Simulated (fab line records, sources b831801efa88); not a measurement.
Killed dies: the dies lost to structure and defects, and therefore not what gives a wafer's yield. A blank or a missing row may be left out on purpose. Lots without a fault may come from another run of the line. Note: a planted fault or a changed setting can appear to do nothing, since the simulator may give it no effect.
fab line records ; flow sky130
record: lots: 11; wafers: 33; lastDay: 51
route steps=708 shown VT_ADJUST_NCORE@127 SONOS_TUNNEL@161 SONOS_ONO@172 PAD_OPEN@708
lots with no fault: from the same line, run without faults
startH: hours from the record's opening day to when the first of the lot's shown wafers began ; waitH: hours elapsed since this lot's preceding step ; " the same as in the row above ; L1.1+2: several wafers, shown together as one row ; - no value, or no start given ; * or withheld: withheld ; < > ~ a bound
route shown NAME@n: a module of which the file shows steps, and the number in the route of the first ; usual: the fault-free wafers' mean and standard deviation ; same: alike in all rows ; chamber/n: place in a boat ; sites: readings site by site ; _std_site: the values' standard deviation ; _edge_site: inner sites' mean taken away from outer sites' mean ; radiusMm: for every site, how far away it sits from the centre of the wafer ; mask NAME#n: copy n ; behind: tool/chamber where the wafer was last shaped ; hold: the reason the lot was held/the length of the hold in hours/how it ended ; device: the n, p or np transistor that did not switch ; end of line: the same wafers' tests at the end of the route ; where a step has no rows: the recipe by itself ; killed: not the wafer's yield, but the dies lost to structure and defects at the first sort ; map: per-die view of a wafer (x killed, . not killed, _ where there is no die)
set.NAME: the setting that was run; set.NAME@STEP: the one run at that earlier step ; model.NAME: the simulator's own value behind a step, which no gauge read
one table for each step of the route and one row for each wafer, over a sample of lots
services: from which hour (startH, from the record's first day; less than 0 if before it) a tool's chamber was out of use, for how many hours, and why
== steps ==
step: SKY_VT_ADJUST_NCORE_OVL_MEAS_08
usual: VT_ADJUST_NCORE_OVL: 0.7/1.5
lot.wafer;tool;chamber;startH;waitH;VT_ADJUST_NCORE_OVL[nm]
L143.2;overlay-02;-;194.59;0.1;0.5
L143.4;overlay-02;-;194.59;0.1;1.4
L143.5;overlay-02;-;194.59;0.1;2.9
L144.3;overlay-02;-;207.64;0.1;1.8
L144.5;overlay-02;-;207.64;0.1;1.7
L144.6;overlay-02;-;207.64;0.1;1.6
L146.1;overlay-01;-;221.39;0.1;0.6
L146.5;overlay-01;-;221.39;0.1;0.8
L146.6;overlay-01;-;221.39;0.1;-0.2
L147.4;overlay-02;-;225.68;0.1;2.2
L147.5;overlay-02;-;225.68;0.1;1.4
L147.6;overlay-02;-;225.68;0.1;0.7
L149.2;overlay-01;-;236.57;0.1;2.0
L149.4;overlay-01;-;236.57;0.1;1.9
L149.5;overlay-01;-;236.57;0.1;1.4
L152.1;overlay-02;-;258.18;0.1;2.7
L152.5;overlay-02;-;258.18;0.1;0.9
L152.6;overlay-02;-;258.18;0.1;3.0
L154.1;overlay-02;-;270.88;0.1;2.4
L154.3;overlay-02;-;270.88;0.1;3.0
L154.4;overlay-02;-;270.88;0.1;1.9
L162.1;overlay-01;-;325.66;0.1;-0.9
L162.3;overlay-01;-;325.66;0.1;-1.5
L162.4;overlay-01;-;325.66;0.1;0.8
L164.1;overlay-02;-;346.84;0.1;3.2
L164.4;overlay-02;-;346.84;0.1;2.6
L164.5;overlay-02;-;346.84;0.1;3.1
L165.2;overlay-01;-;348.02;0.1;0.4
L165.4;overlay-01;-;348.02;0.1;0.3
L165.5;overlay-01;-;348.02;0.1;1.0
L166.2;overlay-02;-;359.32;0.1;0.8
L166.5;overlay-02;-;359.32;0.1;1.7
L166.6;overlay-02;-;359.32;0.1;0.5
step: SKY_VT_ADJUST_NCORE_STRIP_10
recipe: chemistry: O2/N2; powerW: 1400; pressureMtorr: 1500; platenTempC: withheld; o2FlowSccm: 3000; n2FlowSccm: 300; overashFraction: 0.5
usual: drypumpMotorCurrentA: 5.72/0.22; oesProductAu: 0.716/0.0045; stripTimeToEndpointS: 14.18/0.048
lot.wafer;tool;chamber;startH;waitH;drypumpMotorCurrentA;oesProductAu;rfHoursCounterH;stripTimeToEndpointS
L143.2;plasmaAsher-01;0;194.77;0.1;5.56;0.718;51;14.23
L143.4;plasmaAsher-01;1;194.77;0.1;5.75;0.717;-;14.28
L143.5;plasmaAsher-01;1;194.77;0.1;5.74;0.719;-;14.27
L144.3;plasmaAsher-03;1;207.85;0.1;5.21;0.704;-;14.14
L144.5;plasmaAsher-03;1;207.85;0.1;5.21;0.721;-;14.15
L144.6;plasmaAsher-03;0;207.85;0.1;5.85;0.723;-;14.16
L146.1;plasmaAsher-03;1;221.57;0.1;5.21;0.716;50;14.26
L146.5;plasmaAsher-03;1;221.57;0.1;5.21;0.723;-;14.24
L146.6;plasmaAsher-03;0;221.57;0.1;5.84;0.710;-;14.23
L147.4;plasmaAsher-04;1;225.88;0.1;5.76;0.713;-;14.16
L147.5;plasmaAsher-04;1;225.88;0.1;5.76;0.712;-;14.16
L147.6;plasmaAsher-04;0;225.88;0.1;6.01;0.707;-;14.16
L149.2;plasmaAsher-04;0;236.75;0.1;6.03;0.716;12;14.20
L149.4;plasmaAsher-04;1;236.75;0.1;5.77;0.717;-;14.20
L149.5;plasmaAsher-04;0;236.75;0.1;6.04;0.723;-;14.14
L152.1;plasmaAsher-01;0;258.36;0.1;5.56;0.707;58;14.09
L152.5;plasmaAsher-01;0;258.36;0.1;5.56;0.720;-;14.18
L152.6;plasmaAsher-01;1;258.36;0.1;5.72;0.712;-;14.15
L154.1;plasmaAsher-01;0;271.06;0.1;5.56;0.712;59;14.15
L154.3;plasmaAsher-01;1;271.06;0.1;5.77;0.718;-;14.14
L154.4;plasmaAsher-01;0;271.06;0.1;5.57;0.712;-;14.14
L162.1;plasmaAsher-01;1;325.85;0.1;5.74;0.717;64;14.26
L162.3;plasmaAsher-01;1;325.85;0.1;5.75;0.718;-;14.16
L162.4;plasmaAsher-01;0;325.85;0.1;5.57;0.714;-;14.29
L164.1;plasmaAsher-01;1;347.02;0.1;5.71;0.718;66;14.24
L164.4;plasmaAsher-01;1;347.02;0.1;5.70;0.720;-;14.18
L164.5;plasmaAsher-01;0;347.02;0.1;5.55;0.715;-;14.17
L165.2;plasmaAsher-04;0;348.20;0.1;6.04;0.712;24;14.18
L165.4;plasmaAsher-04;0;348.20;0.1;6.06;0.709;-;14.21
L165.5;plasmaAsher-04;0;348.20;0.1;6.05;0.713;-;14.21
L166.2;plasmaAsher-04;0;359.50;0.1;6.02;0.718;25;14.17
L166.5;plasmaAsher-04;1;359.50;0.1;5.79;0.714;-;14.19
L166.6;plasmaAsher-04;0;359.50;0.1;6.00;0.714;-;14.13
step: SKY_SONOS_TUNNEL_CD_MEAS_07
recipe: targetCdNm: 410
usual: cdNm: 409.2/2.2
lot.wafer;tool;chamber;startH;waitH;cdNm
L143.2;cdSem-02;-;265.04;0.1;411.2
L143.4;cdSem-02;-;265.04;0.1;412.1
L143.5;cdSem-02;-;265.04;0.1;412.8
L144.3;cdSem-02;-;278.85;0.1;406.7
L144.5;cdSem-02;-;278.85;0.1;407.1
L144.6;cdSem-02;-;278.85;0.1;410.1
L146.1;cdSem-02;-;294.37;0.1;409.1
L146.5;cdSem-02;-;294.37;0.1;409.2
L146.6;cdSem-02;-;294.37;0.1;408.5
L147.4;cdSem-01;-;298.93;0.1;409.6
L147.5;cdSem-01;-;298.93;0.1;409.1
L147.6;cdSem-01;-;298.93;0.1;410.3
L149.2;cdSem-01;-;310.13;0.1;407.7
L149.4;cdSem-01;-;310.13;0.1;407.4
L149.5;cdSem-01;-;310.13;0.1;409.4
L152.1;cdSem-01;-;335.72;0.1;412.1
L152.5;cdSem-01;-;335.72;0.1;411.9
L152.6;cdSem-01;-;335.72;0.1;409.9
L154.1;cdSem-02;-;355.32;0.1;409.7
L154.3;cdSem-02;-;355.32;0.1;409.7
L154.4;cdSem-02;-;355.32;0.1;407.6
L162.1;cdSem-01;-;416.06;0.1;406.1
L162.3;cdSem-01;-;416.06;0.1;406.7
L162.4;cdSem-01;-;416.06;0.1;405.9
L164.1;cdSem-01;-;435.51;0.1;407.0
L164.4;cdSem-01;-;435.51;0.1;406.8
L164.5;cdSem-01;-;435.51;0.1;406.6
L165.2;cdSem-01;-;437.39;0.1;409.2
L165.4;cdSem-01;-;437.39;0.1;408.5
L165.5;cdSem-01;-;437.39;0.1;409.1
L166.2;cdSem-02;-;449.78;0.1;411.9
L166.5;cdSem-02;-;449.78;0.1;411.9
L166.6;cdSem-02;-;449.78;0.1;411.2
step: SKY_SONOS_ONO_CVD_04
recipe: material: SiO2; precursor: SiH4/N2O; targetThkNm: 5.7199; tempC: 900; pressureMtorr: 400
usual: pressureMtorr: 400.0/0.8; spikeTcBottomC: 919.9/1.2; spikeTcCentreC: 898.9/0.98; spikeTcLowerC: 900.4/0.98; spikeTcTopC: 909.5/1.1; spikeTcUpperC: 901.1/1.1; susceptorTempC: 900.0/0.36; zonePowerCentrePct: 20.1/1.3
lot.wafer;tool;chamber;startH;waitH;pressureMtorr;spikeTcBottomC;spikeTcCentreC;spikeTcLowerC;spikeTcTopC;spikeTcUpperC;susceptorTempC;zonePowerCentrePct
L143.2;lpcvd-03;0;271.28;0.0;400.7;921.3;898.6;901.5;909.0;901.5;899.7;19.0
L143.4;lpcvd-03;0;271.28;0.0;400.6;922.8;897.9;899.3;910.0;901.0;900.3;19.2
L143.5;lpcvd-03;0;271.28;0.0;399.4;919.9;898.9;900.5;909.3;900.3;899.8;18.9
L144.3;lpcvd-03;1;282.31;0.0;398.7;917.6;897.5;902.2;908.2;904.5;899.9;21.4
L144.5;lpcvd-03;1;282.31;0.0;399.7;919.1;899.5;902.1;906.7;900.9;900.2;21.9
L144.6;lpcvd-03;1;282.31;0.0;399.6;919.5;900.7;899.8;910.8;901.9;900.1;21.9
L146.1;lpcvd-03;0;297.52;0.1;399.9;919.5;899.5;898.9;909.0;899.3;900.5;19.1
L146.5;lpcvd-03;0;297.52;0.1;400.6;921.7;899.0;900.5;908.1;900.9;900.1;19.0
L146.6;lpcvd-03;0;297.52;0.1;400.1;920.4;898.9;899.4;907.8;899.9;899.6;19.1
L147.4;lpcvd-03;0;303.99;0.0;399.2;921.0;896.8;899.1;911.0;901.6;900.4;19.3
L147.5;lpcvd-03;0;303.99;0.0;398.6;918.7;897.8;901.1;910.9;898.3;900.2;19.0
L147.6;lpcvd-03;0;303.99;0.0;400.2;921.0;897.9;899.7;908.6;902.2;900.1;18.9
L149.2;lpcvd-03;1;315.03;0.0;399.7;918.4;900.2;901.0;908.0;901.0;900.7;21.4
L149.4;lpcvd-03;1;315.03;0.0;400.8;917.5;899.7;899.8;911.6;903.1;900.3;21.4
L149.5;lpcvd-03;1;315.03;0.0;400.8;919.2;898.5;899.5;908.3;902.2;900.4;21.4
L152.1;lpcvd-03;0;340.76;0.1;400.0;920.7;899.5;901.0;909.3;899.4;899.7;19.0
L152.5;lpcvd-03;0;340.76;0.1;398.7;920.1;899.7;901.8;909.8;901.8;899.2;19.2
L152.6;lpcvd-03;0;340.76;0.1;400.2;919.3;900.3;900.4;908.1;900.9;899.4;19.2
L154.1;lpcvd-03;1;361.22;0.1;400.2;924.9;905.8;907.8;915.7;907.5;905.6;21.8
L154.3;lpcvd-03;1;361.22;0.1;401.0;925.0;905.1;905.2;914.0;908.4;905.7;22.0
L154.4;lpcvd-03;1;361.22;0.1;400.5;924.7;905.3;905.7;914.2;907.1;905.9;22.3
L162.1;lpcvd-03;1;420.22;0.1;399.7;920.3;897.8;900.6;908.6;901.4;900.0;21.8
L162.3;lpcvd-03;1;420.22;0.1;399.7;918.2;900.1;900.0;907.3;900.7;899.6;21.9
L162.4;lpcvd-03;1;420.22;0.1;399.1;918.0;899.3;900.7;909.2;901.7;900.4;22.0
L164.1;lpcvd-03;1;441.33;0.1;400.5;918.8;898.6;898.5;907.3;901.3;899.5;21.5
L164.4;lpcvd-03;1;441.33;0.1;400.3;918.2;900.2;900.1;910.3;900.5;899.8;21.9
L164.5;lpcvd-03;1;441.33;0.1;400.4;917.5;897.3;901.1;908.9;902.1;899.6;21.7
L165.2;lpcvd-03;1;442.58;0.2;400.4;919.2;897.9;901.0;910.0;902.2;900.1;21.5
L165.4;lpcvd-03;1;442.58;0.2;400.4;918.8;897.5;900.1;910.3;900.5;900.5;22.1
L165.5;lpcvd-03;1;442.58;0.2;400.5;919.7;899.2;900.4;909.4;901.6;899.8;21.7
L166.2;lpcvd-03;1;453.53;0.0;399.7;920.8;898.5;901.1;908.9;901.5;899.8;21.6
L166.5;lpcvd-03;1;453.53;0.0;399.6;920.3;899.1;901.3;909.6;899.7;899.7;22.0
L166.6;lpcvd-03;1;453.53;0.0;399.7;919.1;899.2;899.4;910.6;902.4;899.5;21.5
step: SKY_SONOS_ONO_THK_MEAS_05
recipe: reads: SiO2_of_SONOS_ONO_CVD_04
usual: SONOS_ONO_CVD_04_THK: 5.71/0.11
lot.wafer;tool;chamber;startH;waitH;SONOS_ONO_CVD_04_THK[nm]
L143.2;filmMetro-04;-;272.54;0.0;5.53
L143.4;filmMetro-04;-;272.54;0.0;5.60
L143.5;filmMetro-04;-;272.54;0.0;5.61
L144.3;filmMetro-02;-;283.58;0.0;5.80
L144.5;filmMetro-02;-;283.58;0.0;5.85
L144.6;filmMetro-02;-;283.58;0.0;5.68
L146.1;filmMetro-04;-;298.77;0.0;5.49
L146.5;filmMetro-04;-;298.77;0.0;5.59
L146.6;filmMetro-04;-;298.77;0.0;5.57
L147.4;filmMetro-02;-;305.89;0.0;5.70
L147.5;filmMetro-02;-;305.89;0.0;5.81
L147.6;filmMetro-02;-;305.89;0.0;5.66
L149.2;filmMetro-04;-;316.29;0.0;5.87
L149.4;filmMetro-04;-;316.29;0.0;5.77
L149.5;filmMetro-04;-;316.29;0.0;5.61
L152.1;filmMetro-03;-;342.01;0.0;5.84
L152.5;filmMetro-03;-;342.01;0.0;5.73
L152.6;filmMetro-03;-;342.01;0.0;5.70
L154.1;filmMetro-04;-;362.47;0.0;6.31
L154.3;filmMetro-04;-;362.47;0.0;6.28
L154.4;filmMetro-04;-;362.47;0.0;6.39
L162.1;filmMetro-03;-;421.47;0.0;5.89
L162.3;filmMetro-03;-;421.47;0.0;5.93
L162.4;filmMetro-03;-;421.47;0.0;5.89
L164.1;filmMetro-03;-;442.58;0.0;5.89
L164.4;filmMetro-03;-;442.58;0.0;5.84
L164.5;filmMetro-03;-;442.58;0.0;5.89
L165.2;filmMetro-04;-;443.84;0.0;5.62
L165.4;filmMetro-04;-;443.84;0.0;5.74
L165.5;filmMetro-04;-;443.84;0.0;5.71
L166.2;filmMetro-02;-;454.79;0.0;5.76
L166.5;filmMetro-02;-;454.79;0.0;5.82
L166.6;filmMetro-02;-;454.79;0.0;5.87
step: SKY_PAD_OPEN_PROBE_99
usual: killed_at_M0_to_M3: 43/6.8; killed_at_M4_up: 3.3/1.9; killedAtContacts: 24/5.3; killedAtFrontEnd: 14/4.3; killedAtOther: 0.3/0.62; killedDies: 85/9.8; killedOnRim: 17/3.9; killedOpen: 46/8; killedShort: 39/5.9
same: grossDies: 492; killedAtBackSide: 0
lot.wafer;tool;chamber;startH;waitH;killed_at_M0_to_M3;killed_at_M4_up;killedAtContacts;killedAtFrontEnd;killedAtOther;killedDies;killedOnRim;killedOpen;killedShort
L143.2;prober-01;-;1110.05;0.1;46;4;31;20;0;101;20;69;32
L143.4;prober-01;-;1110.15;0.2;33;3;28;18;0;82;16;47;35
L143.5;prober-01;-;1110.20;0.2;54;1;28;27;0;110;22;67;43
L144.3;prober-02;-;1112.97;0.2;49;3;27;10;1;90;15;54;36
L144.5;prober-02;-;1113.07;0.2;47;6;29;15;0;97;19;60;37
L144.6;prober-02;-;1113.12;0.2;39;4;25;7;0;75;12;36;39
L146.1;prober-02;-;1128.88;0.1;53;3;35;22;0;113;26;65;48
L146.5;prober-02;-;1129.08;0.2;37;5;27;15;0;84;14;45;39
L146.6;prober-02;-;1129.13;0.2;51;1;23;14;0;89;15;51;38
L147.4;prober-01;-;1134.36;0.2;43;3;23;12;1;82;16;45;37
L147.5;prober-01;-;1134.41;0.2;45;5;37;7;0;94;19;43;51
L147.6;prober-01;-;1134.46;0.2;34;1;25;17;0;77;19;41;36
L149.2;prober-01;-;1136.61;0.1;51;7;27;17;0;102;15;54;48
L149.4;prober-01;-;1136.71;0.2;43;3;18;13;0;77;15;46;31
L149.5;prober-01;-;1136.76;0.2;44;1;16;15;0;76;17;40;36
L152.1;prober-02;-;1156.43;0.1;50;1;35;18;1;105;14;59;46
L152.5;prober-02;-;1156.63;0.2;47;1;26;17;0;91;21;41;50
L152.6;prober-02;-;1156.68;0.2;36;1;23;25;0;85;15;44;41
L154.1;prober-02;-;1172.55;0.1;41;3;20;18;0;82;14;43;39
L154.3;prober-02;-;1172.65;0.2;33;2;26;18;2;81;19;41;40
L154.4;prober-02;-;1172.70;0.2;40;2;25;21;2;90;18;50;40
L162.1;prober-02;-;1210.06;0.1;34;5;22;16;0;77;18;38;39
L162.3;prober-02;-;1210.16;0.2;48;2;27;15;2;94;23;54;40
L162.4;prober-02;-;1210.21;0.2;48;4;32;18;1;103;17;50;53
L164.1;prober-02;-;1220.02;0.1;44;3;20;6;0;73;11;39;34
L164.4;prober-02;-;1220.17;0.2;46;4;18;11;0;79;16;42;37
L164.5;prober-02;-;1220.22;0.2;52;3;17;15;0;87;13;44;43
L165.2;prober-01;-;1220.22;0.1;39;4;32;14;1;90;20;48;42
L165.4;prober-01;-;1220.32;0.2;44;0;24;17;0;85;21;42;43
L165.5;prober-01;-;1220.37;0.2;38;5;16;16;0;75;16;38;37
L166.2;prober-02;-;1226.32;0.1;39;4;22;12;0;77;20;38;39
L166.5;prober-02;-;1226.47;0.2;49;4;21;28;1;103;22;59;44
L166.6;prober-02;-;1226.52;0.2;40;5;27;15;0;87;13;53;34
killed by level:class
L143.2 CONTACT:geometricParticle:open=15 VIA1:geometricParticle:open=12 LI_CONTACT:geometricParticle:open=10 VIA2:geometricParticle:open=8 FIELD_ISO:geometricParticle:open=6 VIA1:geometricParticle:short=5 VIA2:geometricParticle:short=5 VIA3:geometricParticle:open=4
L143.4 VIA1:geometricParticle:open=8 LI_CONTACT:geometricParticle:open=8 CONTACT:geometricParticle:open=8 FIELD_ISO:geometricParticle:open=7 METAL1:geometricParticle:short=7 CONTACT:geometricParticle:short=6 VIA2:geometricParticle:open=5 FIELD_ISO:geometricParticle:short=4
L143.5 VIA1:geometricParticle:open=16 VIA3:geometricParticle:open=10 FIELD_ISO:geometricParticle:open=8 VIA2:geometricParticle:open=8 LI_CONTACT:geometricParticle:open=7 CONTACT:geometricParticle:open=7 LOCAL_INTERCONNECT:geometricParticle:short=6 POLY_GATE:geometricParticle:short=6
L144.3 CONTACT:geometricParticle:open=11 VIA2:geometricParticle:open=10 VIA1:geometricParticle:open=9 LI_CONTACT:geometricParticle:open=7 CONTACT:geometricParticle:short=7 VIA3:geometricParticle:open=6 VIA1:geometricParticle:short=5 METAL1:geometricParticle:short=4
L144.5 VIA1:geometricParticle:open=12 CONTACT:geometricParticle:open=9 VIA2:geometricParticle:open=9 LI_CONTACT:geometricParticle:open=7 LOCAL_INTERCONNECT:geometricParticle:short=6 POLY_GATE:geometricParticle:open=5 METAL1:geometricParticle:short=5 VIA1:geometricParticle:short=5
L144.6 CONTACT:geometricParticle:open=9 VIA1:geometricParticle:short=7 VIA3:geometricParticle:open=6 VIA2:geometricParticle:open=6 CONTACT:geometricParticle:short=5 METAL2:geometricParticle:short=5 VIA1:geometricParticle:open=5 LI_CONTACT:geometricParticle:open=3
L146.1 VIA1:geometricParticle:open=15 CONTACT:geometricParticle:open=14 VIA3:geometricParticle:open=10 METAL1:geometricParticle:short=10 LI_CONTACT:geometricParticle:open=8 VIA2:geometricParticle:open=7 CONTACT:geometricParticle:short=6 METAL2:geometricParticle:short=6
L146.5 CONTACT:geometricParticle:open=12 VIA1:geometricParticle:open=10 LOCAL_INTERCONNECT:geometricParticle:short=8 VIA2:geometricParticle:open=7 FIELD_ISO:geometricParticle:open=5 METAL1:geometricParticle:short=5 FIELD_ISO:geometricParticle:short=4 CONTACT:geometricParticle:short=4
L146.6 CONTACT:geometricParticle:open=11 VIA2:geometricParticle:open=9 VIA3:geometricParticle:open=7 VIA1:geometricParticle:open=6 VIA1:geometricParticle:short=6 CONTACT:geometricParticle:short=6 METAL3:geometricParticle:short=6 METAL1:geometricParticle:short=6
L147.4 CONTACT:geometricParticle:open=10 VIA1:geometricParticle:open=9 LI_CONTACT:geometricParticle:open=8 METAL2:geometricParticle:short=7 VIA1:geometricParticle:short=5 METAL1:geometricParticle:short=4 METAL3:geometricParticle:short=4 VIA3:geometricParticle:open=4
L147.5 VIA1:geometricParticle:open=12 LOCAL_INTERCONNECT:geometricParticle:short=8 LI_CONTACT:geometricParticle:open=8 CONTACT:geometricParticle:short=8 VIA1:geometricParticle:short=7 CONTACT:geometricParticle:open=7 VIA2:geometricParticle:open=7 LI_CONTACT:geometricParticle:short=5
L147.6 VIA1:geometricParticle:open=9 VIA2:geometricParticle:open=9 LI_CONTACT:geometricParticle:open=8 CONTACT:geometricParticle:open=6 CONTACT:geometricParticle:short=6 FIELD_ISO:geometricParticle:short=5 VIA1:geometricParticle:short=5 METAL2:geometricParticle:short=5
L149.2 VIA1:geometricParticle:open=13 CONTACT:geometricParticle:open=10 CONTACT:geometricParticle:short=7 METAL2:geometricParticle:short=7 METAL3:geometricParticle:short=6 VIA3:geometricParticle:open=6 METAL4:geometricParticle:short=6 METAL1:geometricParticle:short=5
L149.4 VIA1:geometricParticle:open=13 VIA3:geometricParticle:open=6 LI_CONTACT:geometricParticle:open=5 VIA1:geometricParticle:short=5 METAL2:geometricParticle:short=5 VIA2:geometricParticle:open=5 FIELD_ISO:geometricParticle:short=4 CONTACT:geometricParticle:short=4
L149.5 METAL2:geometricParticle:short=8 VIA1:geometricParticle:open=8 CONTACT:geometricParticle:open=7 METAL1:geometricParticle:short=5 LI_CONTACT:geometricParticle:open=4 VIA2:geometricParticle:open=4 VIA3:geometricParticle:open=4 FIELD_ISO:geometricParticle:short=3
L152.1 CONTACT:geometricParticle:open=14 VIA1:geometricParticle:short=9 VIA2:geometricParticle:open=9 VIA1:geometricParticle:open=8 LI_CONTACT:geometricParticle:open=7 FIELD_ISO:geometricParticle:open=5 METAL1:geometricParticle:short=5 CONTACT:geometricParticle:short=5
L152.5 CONTACT:geometricParticle:open=11 POLY_GATE:geometricParticle:short=8 METAL1:geometricParticle:short=8 VIA1:geometricParticle:short=7 LI_CONTACT:geometricParticle:open=6 VIA2:geometricParticle:short=5 VIA2:geometricParticle:open=5 VIA3:geometricParticle:short=5
L152.6 VIA1:geometricParticle:open=10 CONTACT:geometricParticle:open=9 POLY_GATE:geometricParticle:open=7 CONTACT:geometricParticle:short=7 POLY_GATE:geometricParticle:short=6 METAL2:geometricParticle:short=5 METAL1:geometricParticle:short=5 VIA2:geometricParticle:open=5
L154.1 VIA1:geometricParticle:open=11 LI_CONTACT:geometricParticle:open=8 CONTACT:geometricParticle:open=6 VIA2:geometricParticle:open=5 METAL2:geometricParticle:short=5 VIA3:geometricParticle:open=5 FIELD_ISO:geometricParticle:short=4 POLY_GATE:geometricParticle:short=4
L154.3 CONTACT:geometricParticle:open=11 VIA1:geometricParticle:open=9 FIELD_ISO:geometricParticle:short=8 POLY_GATE:geometricParticle:short=4 LOCAL_INTERCONNECT:geometricParticle:short=4 CONTACT:geometricParticle:short=4 METAL2:geometricParticle:short=4 VIA3:geometricParticle:open=4
L154.4 VIA1:geometricParticle:open=12 CONTACT:geometricParticle:open=10 POLY_GATE:geometricParticle:short=7 VIA2:geometricParticle:open=6 POLY_GATE:geometricParticle:open=5 LOCAL_INTERCONNECT:geometricParticle:short=5 CONTACT:geometricParticle:short=5 METAL2:geometricParticle:short=4
L162.1 METAL2:geometricParticle:short=8 LI_CONTACT:geometricParticle:open=7 CONTACT:geometricParticle:open=7 VIA3:geometricParticle:open=7 FIELD_ISO:geometricParticle:open=6 LOCAL_INTERCONNECT:geometricParticle:short=5 METAL4:geometricParticle:short=5 VIA1:geometricParticle:open=4
L162.3 VIA2:geometricParticle:open=12 VIA1:geometricParticle:open=11 CONTACT:geometricParticle:open=10 FIELD_ISO:geometricParticle:short=6 LOCAL_INTERCONNECT:geometricParticle:short=6 CONTACT:geometricParticle:short=5 FIELD_ISO:geometricParticle:open=4 LI_CONTACT:geometricParticle:open=4
L162.4 CONTACT:geometricParticle:open=15 VIA1:geometricParticle:open=11 VIA3:geometricParticle:short=7 METAL3:geometricParticle:short=7 FIELD_ISO:geometricParticle:short=6 LI_CONTACT:geometricParticle:open=6 CONTACT:geometricParticle:short=5 SPACER:geometricParticle:open=4
L164.1 VIA2:geometricParticle:open=8 VIA1:geometricParticle:open=7 METAL2:geometricParticle:short=7 CONTACT:geometricParticle:open=6 LI_CONTACT:geometricParticle:open=5 VIA3:geometricParticle:open=5 LOCAL_INTERCONNECT:geometricParticle:short=4 METAL1:geometricParticle:short=4
L164.4 VIA1:geometricParticle:open=9 CONTACT:geometricParticle:open=7 METAL1:geometricParticle:short=7 METAL2:geometricParticle:short=7 LI_CONTACT:geometricParticle:open=5 VIA2:geometricParticle:open=5 VIA3:geometricParticle:open=5 FIELD_ISO:geometricParticle:open=4
L165.2 LI_CONTACT:geometricParticle:open=10 CONTACT:geometricParticle:open=8 VIA2:geometricParticle:open=8 METAL1:geometricParticle:short=7 METAL2:geometricParticle:short=6 LOCAL_INTERCONNECT:geometricParticle:short=5 FIELD_ISO:geometricParticle:short=4 POLY_GATE:geometricParticle:open=4
L164.5 VIA1:geometricParticle:open=16 VIA3:geometricParticle:open=7 METAL3:geometricParticle:short=5 FIELD_ISO:geometricParticle:short=4 LOCAL_INTERCONNECT:geometricParticle:short=4 CONTACT:geometricParticle:short=4 METAL2:geometricParticle:short=4 VIA2:geometricParticle:short=4
L165.4 CONTACT:geometricParticle:short=8 VIA1:geometricParticle:open=7 VIA2:geometricParticle:short=6 FIELD_ISO:geometricParticle:open=5 FIELD_ISO:geometricParticle:short=5 CONTACT:geometricParticle:open=5 VIA3:geometricParticle:open=5 LI_CONTACT:geometricParticle:open=4
L165.5 VIA1:geometricParticle:open=9 POLY_GATE:geometricParticle:open=6 CONTACT:geometricParticle:open=6 VIA1:geometricParticle:short=6 METAL2:geometricParticle:short=5 LI_CONTACT:geometricParticle:open=4 METAL4:geometricParticle:short=4 VIA3:geometricParticle:short=4
L166.2 CONTACT:geometricParticle:open=8 METAL1:geometricParticle:short=7 LI_CONTACT:geometricParticle:open=6 VIA1:geometricParticle:open=6 VIA3:geometricParticle:open=5 METAL2:geometricParticle:short=5 CONTACT:geometricParticle:short=4 VIA2:geometricParticle:open=4
L166.5 VIA1:geometricParticle:open=10 VIA3:geometricParticle:open=9 VIA2:geometricParticle:open=9 FIELD_ISO:geometricParticle:open=7 CONTACT:geometricParticle:open=7 LI_CONTACT:geometricParticle:open=6 METAL3:geometricParticle:short=6 FIELD_ISO:geometricParticle:short=4
L166.6 CONTACT:geometricParticle:open=14 LI_CONTACT:geometricParticle:open=7 VIA2:geometricParticle:open=7 FIELD_ISO:geometricParticle:short=6 VIA1:geometricParticle:open=6 METAL2:geometricParticle:short=6 FIELD_ISO:geometricParticle:open=5 METAL1:geometricParticle:short=5
== services ==
tool;chamber;startH;hours;kind
plasmaAsher-04;-;182.24;1.1;repair
plasmaAsher-01;-;234.57;3.1;repair
plasmaAsher-03;-;235.27;34.7;repair
lpcvd-03;-;308.93;1.4;repair
lpcvd-03;-;321.49;1.5;repair
plasmaAsher-03;-;376.78;28.1;pm
plasmaAsher-03;-;421.25;9.0;pm
plasmaAsher-03;0;421.25;9.0;ventCycle
plasmaAsher-03;1;421.25;9.0;ventCycle
plasmaAsher-03;-;421.75;1.0;repair
plasmaAsher-03;0;430.25;-;clean
plasmaAsher-03;1;430.25;-;clean
== key ==
firstSign: step: SKY_SONOS_ONO_CVD_04; reading: susceptorTempC; direction: up; sigmas: 16; usual: *; struck: *
effect: step: SKY_SONOS_ONO_CVD_04; reading: spikeTcCentreC; direction: up; sigmas: 6.6; usual: 898.9; struck: 905.4
effect: step: SKY_SONOS_ONO_THK_MEAS_05; reading: SONOS_ONO_CVD_04_THK; direction: up; sigmas: 5.4; usual: 5.71; struck: 6.33
metAt SKY_SONOS_ONO_CVD_04
struckLots L154
struckWafers L154.1,L154.3,L154.4
testerLeftOut L154
notActingAt SKY_VT_ADJUST_NCORE_OVL_MEAS_08,SKY_VT_ADJUST_NCORE_STRIP_10,SKY_SONOS_TUNNEL_CD_MEAS_07
onsetBetween 315.03 361.22
fault: kind: processParameterDrift; tool: lpcvd-03; chamber: 1; onsetH: 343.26; steps: SKY_SONOS_ONO_CVD_04; channel: tempC; offset: *; shape: step; endH: 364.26; stated: *
testerLeftOut: of these lots the tester's yield and bins aren't shown, on N5 and GAA mostly nor the transistor test; their killed dies are dies lost to structure and defects alone, not to doping, threshold or leakage, so they don't give the yield
